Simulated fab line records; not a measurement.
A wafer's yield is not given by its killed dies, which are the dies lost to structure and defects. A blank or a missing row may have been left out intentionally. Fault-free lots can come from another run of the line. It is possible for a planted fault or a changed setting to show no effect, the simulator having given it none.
8D (eight disciplines) problem report, filled in by code || flow sfq-line || the parts of the form that need people (team, actions taken, sign-off) are left out

1. WHAT WENT WRONG
Wafers free of any fault read 0.894 ohm/sq (standard deviation 0.0093) for M7_NB_RS at SFQ_M7_RS_MEAS_943, against a mean of 0.604 ohm/sq on 6 wafers of 2 lots. That is -31 standard deviations from the usual mean.
The step: measures by four-point-probe.
First observed at day 80 05:46: wafer L913.4, on film-metro-03. The record has a number at this step for 42 wafers belonging to 14 lots. By rule, "out" or "out of limits" means more than 4 standard deviations away from the usual mean. The rest of the wafers with a number are treated as sound.

2. WHAT IT IS; WHAT IT IS NOT
{"question": "which readings at this step", "is": "M7_NB_RS", "is not": "-"}
{"question": "which lots", "is": "L913, L915", "is not": "L906, L907, L909, L918, L919, L921, L923, L924, L925, L926, L927, L928"}
{"question": "which wafers of those lots", "is": "all that have a number", "is not": "-"}
{"question": "read on which gauges", "is": "film-metro-01, film-metro-03", "is not": "film-metro-02"}
{"question": "when", "is": "from day 80 05:46", "is not": "up to then (9 sound wafers); but 27 sound wafers of L918, L919, L921, L923, L924, L925, L926, L927, L928 came after"}

3. THE SUSPECTS, EACH WITH WHAT RULES IT OUT
Counting: a tool at a process step up to the reading stays a suspect if it ran every lot that is out and no sound lot after the first of them.
- the gauge at SFQ_M7_RS_MEAS_943 is ruled out. The wafers that are out were read on 2 gauges (film-metro-01, film-metro-03).
- pvd-sputter-03 at SFQ_TRILAYER_M7_DEP_SPUTTER_175 (material Nb, target thk 200 nm, time 133.3 s): ruled out as a lasting fault. The sound lots L923, L928 went through it after L913, its earliest lot that is out (day 80 05:37).
Left after counting: nothing in the record.

4. THE CAUSE (what the simulator had put in)
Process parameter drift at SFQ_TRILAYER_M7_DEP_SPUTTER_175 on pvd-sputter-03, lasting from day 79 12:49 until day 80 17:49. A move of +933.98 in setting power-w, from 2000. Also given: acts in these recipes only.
The count ruled it out by mistake, since the rule takes a fault to strike every lot its tool runs from the start of the fault on, and this one did not do so.

5. THE EFFECT CHAIN, in route order
Each row: a reading whose mean over the struck wafers that have a number lies more than 3 standard deviations from the usual. Scope: only readings with a usual standard deviation given in the record; hours: median across lots of the time from each lot's start at the first step in this table that gives one to its start at this step; sigmas: change in usual standard deviations.
{"hours": 0, "step": "SFQ_TRILAYER_M7_DEP_SPUTTER_175", "reading": "cathode-dc-power-W", "usual": "2000.0 W", "on struck wafers": 2934.2, "change": "+934.2", "sigmas": "+99 or more"}
{"hours": 0, "step": "SFQ_M7_RS_MEAS_943", "reading": "M7_NB_RS", "usual": "0.894 ohm/sq", "on struck wafers": 0.604, "change": -0.290, "sigmas": -31}
{"hours": 103, "step": "SFQ_TRILAYER_M7_ETCH_METAL_ETCH_180", "reading": "oes-product-au", "usual": "0.892 a.u.", "on struck wafers": 0.997, "change": "+0.105", "sigmas": "+15"}
Here are the process steps it includes:
- SFQ_TRILAYER_M7_DEP_SPUTTER_175: material Nb, target thk 200 nm, time 133.3 s.
- SFQ_TRILAYER_M7_ETCH_METAL_ETCH_180: etches Nb in Cl2/Ar, stops on SiO2, target depth 240 nm, time 120 s.

6. HOW IT WOULD HAVE BEEN CAUGHT EARLIER
The first out-of-limits reading at a measuring or inspecting step in this record came at day 80 05:46, 17 hours after the fault's start at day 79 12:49.
The tool's own readings at SFQ_TRILAYER_M7_DEP_SPUTTER_175 were out on every struck wafer that the step has a row for (cathode-dc-power-W): an alarm limit on them would have fired on the first of those.
